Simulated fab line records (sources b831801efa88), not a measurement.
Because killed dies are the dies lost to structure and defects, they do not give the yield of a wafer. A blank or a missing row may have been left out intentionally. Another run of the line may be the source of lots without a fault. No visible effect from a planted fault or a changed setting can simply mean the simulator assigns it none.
fab line records	flow sky130
[record] lots = 11	wafers = 33	last-day = 50
route steps=708 shown METAL3@568 VIA3@574 METAL5@667 PASSIVATION@683 PAD_OPEN@708
lots that met no fault: taken from a fault-free run of the same line
start-h: hours from the record's opening day to when the first of the lot's shown wafers began	wait-h: time in hours since the lot's previous step	" same as the row above	L1.1+2: a row that stands for several wafers	- value missing, or start not given	* or withheld: withheld	< > ~ a bound
route shown NAME@n: NAME is a module with steps in the file, n the number in the route of the first one	usual: the fault-free wafers' mean and standard deviation	same: alike in all rows	chamber/n: place in a boat	sites: each site's reading	_std_site: the values' standard deviation	_edge_site: mean of outer sites minus mean of inner sites	radius-mm: how far each site lies from the wafer's centre	mask NAME#n: copy n	behind: the most recent tool/chamber to have shaped the wafer	hold: what put the lot on hold/how long, in hours/how the hold closed	device: the n, p or np transistor that did not switch	end of line: the tests these same wafers got at the end of their route	a step given without rows: its recipe and nothing more	killed: dies that structure and defects cost at the first sort, which is not the same as the wafer's yield	map: dies across one wafer; x = killed, . = not, _ = none there
set.NAME: setting as actually run; set.NAME@STEP: the setting as run at that earlier step	model.NAME: the simulator's own value behind a step, which no gauge read
a sample of lots followed through the steps of the route, with each step as a table and each wafer as a row
services: the hour from which a tool's chamber was out of use, counted from the record's first day as start-h (under 0 if before that day), plus the number of hours and why
[[steps]]
[step SKY_METAL3_METAL_ETCH_18]
[recipe] target-depth-a = 8450	stop-on = SiO2	over-etch-frac = 0.3	time-s = 183.1	chemistry = Cl2/BCl3	resist-sidewall-deg = 88	pressure-mtorr = 10	icp-w = 900	bias-w = 48.5	Cl2_flow_sccm = 60	bcl3-flow-sccm = 30
[usual] drypump-motor-current-A = 6.2/0.39	oes-product-au = 0.868/0.0062	throttle-valve-pct = 22.264/0.0093
lot.wafer	tool	chamber	start-h	wait-h	drypump-motor-current-A	oes-product-au	rf-hours-counter-h	throttle-valve-pct
L975.3	rie-metal-03	1	900.21	0.1	6.7	0.859	-	22.261
L975.4	"	0	"	"	5.9	0.856	-	22.279
L975.5	"	0	"	"	5.9	0.855	-	22.260
L976.2	rie-metal-03	1	912.02	0.0	6.7	0.862	16	22.276
L976.3	"	1	"	"	6.8	0.879	-	22.271
L976.4	"	0	"	"	5.9	0.879	-	22.247
L982.3	rie-metal-01	1	960.52	0.1	6.3	0.859	-	22.257
L982.4	"	0	"	"	5.7	0.870	-	22.275
L982.5	"	0	"	"	5.7	0.871	-	22.266
L984.1	rie-metal-02	0	969.84	0.0	5.8	0.875	3	22.269
L984.5	"	0	"	"	5.8	0.873	-	22.254
L984.6	"	1	"	"	6.4	0.878	-	22.267
L986.2	rie-metal-03	0	985.88	0.0	5.9	0.864	10	22.256
L986.3	"	0	"	"	5.9	0.865	-	22.269
L986.6	"	0	"	"	5.9	0.866	-	22.256
L987.1	rie-metal-03	0	1009.18	0.0	5.9	0.870	12	22.265
L987.3	"	0	"	"	5.9	0.872	-	22.248
L987.5	"	0	"	"	5.9	0.856	-	22.264
L989.1	rie-metal-03	0	1016.49	0.0	5.9	0.859	13	22.257
L989.3	"	1	"	"	6.8	0.864	-	22.267
L989.5	"	1	"	"	6.8	0.863	-	22.265
L992.2	rie-metal-01	0	1029.58	0.1	5.7	0.872	-	22.263
L992.3	"	0	"	"	5.7	0.862	-	22.272
L992.4	"	0	"	"	5.7	0.876	-	22.274
L993.2	rie-metal-01	0	1030.97	0.1	5.7	0.870	-	22.264
L993.3	"	0	"	"	5.7	0.871	-	22.260
L993.4	"	0	"	"	5.7	0.881	-	22.275
L995.2	rie-metal-03	1	1042.32	0.0	6.7	0.869	4	22.251
L995.4	"	0	"	"	5.9	0.870	-	22.256
L995.6	"	1	"	"	6.8	0.876	-	22.270
L997.1	rie-metal-02	1	1063.11	0.0	6.4	0.862	16	22.250
L997.2	"	0	"	"	5.8	0.870	9	22.277
L997.4	"	1	"	"	6.4	0.869	-	22.269
[step SKY_VIA3_THK_MEAS_01]
[recipe] reads = SiO2_of_VIA3_HDPCVD_00
[usual] VIA3_HDPCVD_THK = 1642/19
lot.wafer	tool	chamber	start-h	wait-h	VIA3_HDPCVD_THK[nm]
L975.3	film-metro-01	-	901.14	0.1	1632
L975.4	"	-	"	"	1663
L975.5	"	-	"	"	1672
L976.2	film-metro-01	-	912.98	0.1	1662
L976.3	"	-	"	"	1646
L976.4	"	-	"	"	1647
L982.3	film-metro-03	-	961.52	0.1	1628
L982.4	"	-	"	"	1621
L982.5	"	-	"	"	1641
L984.1	film-metro-03	-	970.78	0.1	1650
L984.5	"	-	"	"	1613
L984.6	"	-	"	"	1643
L986.2	film-metro-02	-	986.83	0.1	1669
L986.3	"	-	"	"	1629
L986.6	"	-	"	"	1670
L987.1	film-metro-02	-	1010.15	0.1	1643
L987.3	"	-	"	"	1629
L987.5	"	-	"	"	1625
L989.1	film-metro-01	-	1017.43	0.1	1625
L989.3	"	-	"	"	1652
L989.5	"	-	"	"	1625
L992.2	film-metro-01	-	1030.65	0.1	1623
L992.3	"	-	"	"	1629
L992.4	"	-	"	"	1623
L993.2	film-metro-03	-	1032.13	0.2	1654
L993.3	"	-	"	"	1674
L993.4	"	-	"	"	1662
L995.2	film-metro-03	-	1043.26	0.1	1665
L995.4	"	-	"	"	1668
L995.6	"	-	"	"	1672
L997.1	film-metro-02	-	1064.10	0.1	1643
L997.2	"	-	"	"	1627
L997.4	"	-	"	"	1645
[step SKY_METAL5_THK_MEAS_06]
[recipe] thk-meas-gauge = xrf	reads = AlCu_of_METAL5_SPUTTER_02
[usual] METAL5_ALCU_THK = 1159/13
lot.wafer	tool	chamber	start-h	wait-h	METAL5_ALCU_THK[nm]
L975.3	film-metro-04	-	1004.45	0.1	1174
L975.4	"	-	"	"	1151
L975.5	"	-	"	"	1170
L976.2	film-metro-04	-	1016.27	0.1	1157
L976.3	"	-	"	"	1165
L976.4	"	-	"	"	1152
L982.3	film-metro-01	-	1059.45	0.1	1153
L982.4	"	-	"	"	1159
L982.5	"	-	"	"	1132
L984.1	film-metro-01	-	1066.49	0.1	1157
L984.5	"	-	"	"	1155
L984.6	"	-	"	"	1154
L986.2	film-metro-01	-	1081.75	0.1	1164
L986.3	"	-	"	"	1156
L986.6	"	-	"	"	1151
L987.1	film-metro-02	-	1101.40	0.1	1168
L987.3	"	-	"	"	1170
L987.5	"	-	"	"	1168
L989.1	film-metro-01	-	1107.94	0.1	1135
L989.3	"	-	"	"	1156
L989.5	"	-	"	"	1143
L992.2	film-metro-01	-	1119.81	0.1	1183
L992.3	"	-	"	"	1165
L992.4	"	-	"	"	1183
L993.2	film-metro-04	-	1123.35	0.1	1162
L993.3	"	-	"	"	1133
L993.4	"	-	"	"	1165
L995.2	film-metro-01	-	1132.23	0.1	1149
L995.4	"	-	"	"	1166
L995.6	"	-	"	"	1167
L997.1	film-metro-04	-	1149.04	0.1	1176
L997.2	"	-	"	"	1169
L997.4	"	-	"	"	1158
[step SKY_PASSIVATION_CVD_02]
[recipe] material = Si3N4	target-thk-nm = 540	temp-c = 400	time-s = withheld	rf-w = 450
[usual] heater-power-w = 705/98
lot.wafer	tool	chamber	start-h	wait-h	heater-power-w
L975.3	pecvd-04	0	1028.05	0.0	911
L975.4	"	0	"	"	758
L975.5	"	2	"	"	865
L976.2	pecvd-03	0	1040.13	0.0	772
L976.3	"	2	"	"	572
L976.4	"	0	"	"	761
L982.3	pecvd-04	2	1080.96	0.0	762
L982.4	"	1	"	"	591
L982.5	"	0	"	"	808
L984.1	pecvd-04	1	1088.43	0.1	610
L984.5	"	0	"	"	798
L984.6	"	2	"	"	839
L986.2	pecvd-03	1	1102.46	0.0	709
L986.3	"	0	"	"	666
L986.6	"	1	"	"	593
L987.1	pecvd-03	2	1121.96	0.1	618
L987.3	"	1	"	"	658
L987.5	"	1	"	"	687
L989.1	pecvd-03	2	1127.83	0.1	597
L989.3	"	0	"	"	665
L989.5	"	2	"	"	602
L992.2	pecvd-01	2	1139.75	0.0	615
L992.3	"	1	"	"	693
L992.4	"	2	"	"	496
L993.2	pecvd-01	0	1142.32	0.0	805
L993.3	"	1	"	"	715
L993.4	"	1	"	"	718
L995.2	pecvd-03	0	1150.71	0.0	758
L995.4	"	1	"	"	661
L995.6	"	0	"	"	792
L997.1	pecvd-01	0	1167.63	0.1	702
L997.2	"	1	"	"	711
L997.4	"	1	"	"	745
[step SKY_PASSIVATION_THK_MEAS_03]
[recipe] reads = Si3N4_of_PASSIVATION_CVD_02
[usual] PASSIVATION_CVD_02_THK = 536/7.3
lot.wafer	tool	chamber	start-h	wait-h	PASSIVATION_CVD_02_THK[nm]
L975.3	film-metro-01	-	1028.30	-	529
L975.4	"	-	"	"	531
L975.5	"	-	"	"	531
L976.2	film-metro-03	-	1040.37	-	526
L976.3	"	-	"	"	527
L976.4	"	-	"	"	534
L982.3	film-metro-02	-	1081.21	-	528
L982.4	"	-	"	"	935
L982.5	"	-	"	"	935
L984.1	film-metro-02	-	1088.66	-	528
L984.5	"	-	"	"	936
L984.6	"	-	"	"	533
L986.2	film-metro-03	-	1102.69	-	537
L986.3	"	-	"	"	534
L986.6	"	-	"	"	540
L987.1	film-metro-02	-	1122.19	-	527
L987.3	"	-	"	"	533
L987.5	"	-	"	"	542
L989.1	film-metro-03	-	1128.06	-	522
L989.3	"	-	"	"	526
L989.5	"	-	"	"	528
L992.2	film-metro-01	-	1140.10	-	529
L992.3	"	-	"	"	536
L992.4	"	-	"	"	551
L993.2	film-metro-01	-	1142.55	-	537
L993.3	"	-	"	"	528
L993.4	"	-	"	"	539
L995.2	film-metro-01	-	1150.95	-	531
L995.4	"	-	"	"	541
L995.6	"	-	"	"	540
L997.1	film-metro-03	-	1167.85	-	545
L997.2	"	-	"	"	526
L997.4	"	-	"	"	538
[step SKY_PASSIVATION_ETCH_11]
[recipe] chemistry = CF4/O2	target-depth-nm = 725	stop-on = AlCu	source-w = 800	bias-w = 150	pressure-mtorr = 150	cf4-flow-sccm = 80	O2_flow_sccm = 10	time-s = 161.1
[usual] drypump-motor-current-A = 5.7/0.4	oes-product-au = 0.974/0.0078	throttle-valve-pct = 5.964/0.0094
lot.wafer	tool	chamber	start-h	wait-h	drypump-motor-current-A	oes-product-au	rf-hours-counter-h	throttle-valve-pct
L975.3	rie-diel-03	2	1050.66	-	5.8	0.966	6	5.973
L975.4	"	3	"	"	6.1	0.971	19	5.957
L975.5	"	3	"	"	6.1	0.974	-	5.955
L976.2	rie-diel-03	3	1061.96	-	6.1	0.970	19	5.970
L976.3	"	1	"	"	6.0	0.967	19	5.966
L976.4	"	0	"	"	5.3	0.969	25	5.952
L982.3	rie-diel-03	2	1101.11	-	5.9	0.976	8	5.966
L982.4	"	3	"	"	6.1	0.991	21	5.979
L982.5	"	0	"	"	5.3	1.007	-	5.977
L984.1	rie-diel-03	3	1109.01	-	6.1	0.964	21	5.947
L984.5	"	0	"	"	5.3	0.996	-	5.977
L984.6	"	1	"	"	6.0	0.958	-	5.970
L986.2	rie-diel-01	0	1122.72	-	5.2	0.974	20	5.975
L986.3	"	2	"	"	5.8	0.973	17	5.961
L986.6	"	2	"	"	5.8	0.983	-	5.946
L987.1	rie-diel-01	1	1140.61	-	5.4	0.975	24	5.962
L987.3	"	0	"	"	5.1	0.979	20	5.964
L987.5	"	0	"	"	5.1	0.981	-	5.955
L989.1	rie-diel-04	1	1146.51	-	5.6	0.956	14	5.958
L989.3	"	0	"	"	5.7	0.969	23	5.971
L989.5	"	2	"	"	6.7	0.965	-	5.965
L992.2	rie-diel-01	3	1157.57	-	5.6	0.969	8	5.971
L992.3	"	1	"	"	5.4	0.977	24	5.961
L992.4	"	2	"	"	5.8	0.989	18	5.962
L993.2	rie-diel-04	1	1160.31	-	5.7	0.978	14	5.956
L993.3	"	2	"	"	6.7	0.965	11	5.946
L993.4	"	3	"	"	5.8	0.962	21	5.951
L995.2	rie-diel-04	0	1167.92	-	5.6	0.974	24	5.955
L995.4	"	2	"	"	6.7	0.977	11	5.966
L995.6	"	2	"	"	6.7	0.973	-	5.962
L997.1	rie-diel-01	1	1184.17	-	5.4	0.976	25	5.961
L997.2	"	0	"	"	5.1	0.963	22	5.940
L997.4	"	2	"	"	5.8	0.984	19	5.971
[step SKY_PAD_OPEN_PROBE_99]
[usual] defect-limited-yield = 82.5/1.9	killed_at_M0_to_M3 = 43/6.7	killed_at_M4_up = 3.2/1.9	killed-at-contacts = 24/5.9	killed-at-front-end = 15/4.1	killed-at-other = 0.3/0.56	killed-dies = 86/9.5	killed-open = 47/7.4	killed-short = 39/5.5
[same] gross-dies = 492	killed-at-back-side = 0
lot.wafer	tool	chamber	start-h	wait-h	defect-limited-yield[%]	killed_at_M0_to_M3	killed_at_M4_up	killed-at-contacts	killed-at-front-end	killed-at-other	killed-dies	killed-open	killed-short
L984.1	prober-02	-	1131.51	0.1	82.9	45	2	23	14	0	84	46	38
L984.5	prober-02	-	1131.71	0.2	82.1	42	3	21	21	1	88	43	45
L984.6	prober-02	-	1131.76	0.2	81.1	42	3	34	14	0	93	53	40
L992.2	prober-01	-	1176.59	0.1	81.7	49	3	22	16	0	90	61	29
L992.3	prober-01	-	1176.64	0.2	81.9	50	2	25	12	0	89	50	39
L992.4	prober-01	-	1176.69	0.2	80.9	47	7	26	14	0	94	53	41
L993.2	prober-02	-	1179.88	0.1	82.9	40	3	28	12	1	84	43	41
L993.3	prober-02	-	1179.93	0.2	78.9	53	5	24	22	0	104	60	44
L993.4	prober-02	-	1179.98	0.2	83.5	40	2	23	16	0	81	42	39
L995.2	prober-02	-	1186.92	0.1	84.6	45	0	24	7	0	76	42	34
L995.4	prober-02	-	1187.02	0.2	84.6	35	1	29	10	1	76	36	40
L995.6	prober-02	-	1187.12	0.2	81.9	44	5	24	16	0	89	49	40
// killed by level:class
L984.1 CONTACT:geometric-particle:open=12 VIA3:geometric-particle:open=10 VIA1:geometric-particle:open=6 VIA2:geometric-particle:open=6 LOCAL_INTERCONNECT:geometric-particle:short=5 POLY_GATE:geometric-particle:short=4 VIA1:geometric-particle:short=4 METAL2:geometric-particle:short=4
L984.5 VIA1:geometric-particle:open=10 CONTACT:geometric-particle:open=7 POLY_GATE:geometric-particle:open=6 VIA3:geometric-particle:open=5 POLY_GATE:geometric-particle:short=5 LI_CONTACT:geometric-particle:open=5 LOCAL_INTERCONNECT:geometric-particle:short=5 METAL1:geometric-particle:short=5
L984.6 CONTACT:geometric-particle:open=14 LI_CONTACT:geometric-particle:open=9 VIA1:geometric-particle:short=8 VIA1:geometric-particle:open=8 VIA3:geometric-particle:open=8 FIELD_ISO:geometric-particle:short=4 VIA2:geometric-particle:short=4 LOCAL_INTERCONNECT:geometric-particle:open=4
L992.2 VIA1:geometric-particle:open=17 LI_CONTACT:geometric-particle:open=9 CONTACT:geometric-particle:open=8 VIA2:geometric-particle:open=7 VIA3:geometric-particle:short=7 VIA3:geometric-particle:open=6 FIELD_ISO:geometric-particle:open=5 POLY_GATE:geometric-particle:open=5
L992.3 VIA1:geometric-particle:open=16 LOCAL_INTERCONNECT:geometric-particle:short=7 VIA2:geometric-particle:open=7 CONTACT:geometric-particle:short=6 CONTACT:geometric-particle:open=6 LI_CONTACT:geometric-particle:open=5 VIA1:geometric-particle:short=5 METAL2:geometric-particle:short=5
L992.4 VIA1:geometric-particle:open=14 VIA3:geometric-particle:open=9 CONTACT:geometric-particle:open=9 LI_CONTACT:geometric-particle:open=6 LOCAL_INTERCONNECT:geometric-particle:short=6 VIA1:geometric-particle:short=5 VIA2:geometric-particle:short=4 VIA2:geometric-particle:open=4
L993.2 CONTACT:geometric-particle:open=14 VIA1:geometric-particle:short=8 VIA1:geometric-particle:open=6 VIA2:geometric-particle:open=6 LOCAL_INTERCONNECT:geometric-particle:short=5 CONTACT:geometric-particle:short=5 METAL1:geometric-particle:short=5 METAL3:geometric-particle:short=4
L993.3 VIA1:geometric-particle:open=12 CONTACT:geometric-particle:open=10 FIELD_ISO:geometric-particle:open=7 VIA1:geometric-particle:short=7 VIA2:geometric-particle:open=6 METAL2:geometric-particle:short=6 VIA3:geometric-particle:open=6 LI_CONTACT:geometric-particle:open=5
L993.4 LI_CONTACT:geometric-particle:open=10 METAL1:geometric-particle:short=10 CONTACT:geometric-particle:open=6 VIA1:geometric-particle:open=6 FIELD_ISO:geometric-particle:short=5 CONTACT:geometric-particle:short=5 VIA1:geometric-particle:short=5 VIA2:geometric-particle:open=5
L995.2 METAL2:geometric-particle:short=11 LI_CONTACT:geometric-particle:open=10 CONTACT:geometric-particle:open=8 VIA1:geometric-particle:open=8 VIA3:geometric-particle:open=8 METAL1:geometric-particle:short=5 VIA2:geometric-particle:short=5 POLY_GATE:geometric-particle:open=3
L995.4 CONTACT:geometric-particle:open=8 CONTACT:geometric-particle:short=8 LI_CONTACT:geometric-particle:open=7 VIA1:geometric-particle:open=6 VIA2:geometric-particle:short=6 METAL1:geometric-particle:short=5 VIA3:geometric-particle:open=4 VIA1:geometric-particle:short=4
L995.6 CONTACT:geometric-particle:open=11 VIA2:geometric-particle:open=7 VIA1:geometric-particle:open=7 VIA1:geometric-particle:short=7 VIA3:geometric-particle:open=7 METAL1:geometric-particle:short=5 POLY_GATE:geometric-particle:short=4 METAL4:geometric-particle:short=4
[[services]]
tool	chamber	start-h	hours	kind
rie-diel-04	-	879.15	1.1	repair
rie-metal-03	-	910.90	0.3	repair
pecvd-01	-	932.16	0.7	repair
pecvd-04	-	943.43	5.9	repair
rie-diel-01	-	949.93	0.2	repair
rie-diel-03	2	964.26	13.7	repair
pecvd-01	-	971.68	1.7	repair
rie-metal-01	1	977.91	5.4	repair
rie-diel-01	0	988.41	1.2	repair
rie-metal-03	1	988.77	2.8	repair
pecvd-03	2	1001.76	23.7	repair
rie-metal-03	-	1007.54	1.5	repair
pecvd-03	1	1017.23	4.1	repair
rie-diel-03	3	1040.74	7.6	repair
pecvd-03	-	1047.68	6.0	pm
rie-diel-03	3	1057.69	3.9	repair
rie-diel-03	1	1109.17	4.7	repair
rie-diel-03	0	1119.20	1.6	repair
rie-diel-01	1	1122.20	3.5	repair
rie-diel-01	0	1123.82	3.9	repair
rie-metal-03	0	1131.18	24.8	repair
rie-diel-01	-	1132.84	2.8	pm
rie-diel-03	0	1140.84	6.2	repair
rie-metal-03	-	1170.44	14.6	pm
[[key]]
[first-sign] step = SKY_PASSIVATION_THK_MEAS_03	reading = PASSIVATION_CVD_02_THK	direction = up	sigmas = 55	usual = 536	struck = 935
[effect] step = SKY_PASSIVATION_ETCH_11	reading = oes-product-au	direction = up	sigmas = 3	usual = 0.974	struck = 0.998
met-at SKY_PASSIVATION_CVD_02
struck-lots L982,L984
struck-wafers L982.4,L982.5,L984.5
not-acting-at SKY_METAL3_METAL_ETCH_18,SKY_VIA3_THK_MEAS_01,SKY_METAL5_THK_MEAS_06
onset-between 1028.05 1080.96
[fault] kind = process-parameter-drift	tool = pecvd-04	chamber = -	onset-h = 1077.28	steps = SKY_PASSIVATION_CVD_02	channel = time-s	offset = withheld	shape = step	end-h = 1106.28	scope = struck-wafers-only	acts-in = *
